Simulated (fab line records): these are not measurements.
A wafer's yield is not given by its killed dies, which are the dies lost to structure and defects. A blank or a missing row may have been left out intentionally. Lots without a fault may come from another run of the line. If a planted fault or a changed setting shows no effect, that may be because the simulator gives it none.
2 desks looking at one fault -- flow sfqLine -- each desk holds nothing but its own numbers, with what lay behind them at the end

TOOL OWNER'S DESK, rieMetal-01
The tool's own readings at SFQ_TRILAYER_M5_ETCH_METAL_ETCH_126 (etches Nb in Cl2/BCl3, stops on SiO2, time 203.2 s, target depth 265 nm): means of the sampled wafers that have a number, for each lot that ran on this tool. A lot is out of limits, marked OUT, if its mean lies more than 4 standard deviations from the usual mean; the brackets give that distance.
Columns: A = drypumpMotorCurrentA at SFQ_TRILAYER_M5_ETCH_METAL_ETCH_126, usual 5.4 A; B = oesProductAu at SFQ_TRILAYER_M5_ETCH_METAL_ETCH_126, usual 0.726 a.u.; C = runLengthS at SFQ_TRILAYER_M5_ETCH_METAL_ETCH_126, usual 231.6 s
lot,first seen here,A,B,C
L150,day 46 03:30,5.0,0.721,231.3
L161,day 48 23:22,5.8,0.649 (-12) OUT,286.8 (+84) OUT
L162,day 49 14:53,5.4,0.683 (-6.9) OUT,259.2 (+42) OUT
L164,day 50 01:41,5.5,0.697 (-4.7) OUT,249.8 (+28) OUT
Finding of this desk: L161, L162, L164 out of limits; the first was L161 at day 48 23:22, on oesProductAu at SFQ_TRILAYER_M5_ETCH_METAL_ETCH_126. L150 stayed within limits.

FROM THE METROLOGY DESK
Lot by lot, what the gauges showed, no matter which tool ran the lot: averages of those sampled wafers that carry a number. A lot is out of limits, marked OUT, if its mean lies more than 4 standard deviations from the usual mean; the brackets give that distance.
Columns: A = M5_OVL at SFQ_M5_OVL_MEAS_932, usual -4 nm
lot,first seen here,A
L150,day 46 03:21,-2
L161,day 48 23:13,-7
L162,day 49 14:48,2
L164,day 50 01:36,-5
L167,day 50 20:48,-7
L168,day 51 02:49,-2
L170,day 51 12:24,-6
This desk's verdict: no lot among the 7 shows anything out of limits.

BROUGHT TOGETHER
The tool owner's desk had the chance to raise an alarm at day 48 23:22 on L161, L162, L164.
The metrology desk saw nothing out of limits.
The metrology desk holds a record of L161, L162, L164, inside its limits.
Every lot named ran SFQ_TRILAYER_M5_ETCH_METAL_ETCH_126 on rieMetal-01.

WHAT THE SIMULATOR HAD INSERTED
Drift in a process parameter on rieMetal-01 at SFQ_TRILAYER_M5_ETCH_METAL_ETCH_126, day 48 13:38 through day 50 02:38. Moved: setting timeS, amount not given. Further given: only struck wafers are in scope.
Lots struck among those shown: L161, L162, L164.
Time in hours from fault onset to the first out-of-limits reading at each desk: the tool owner's desk, 10.
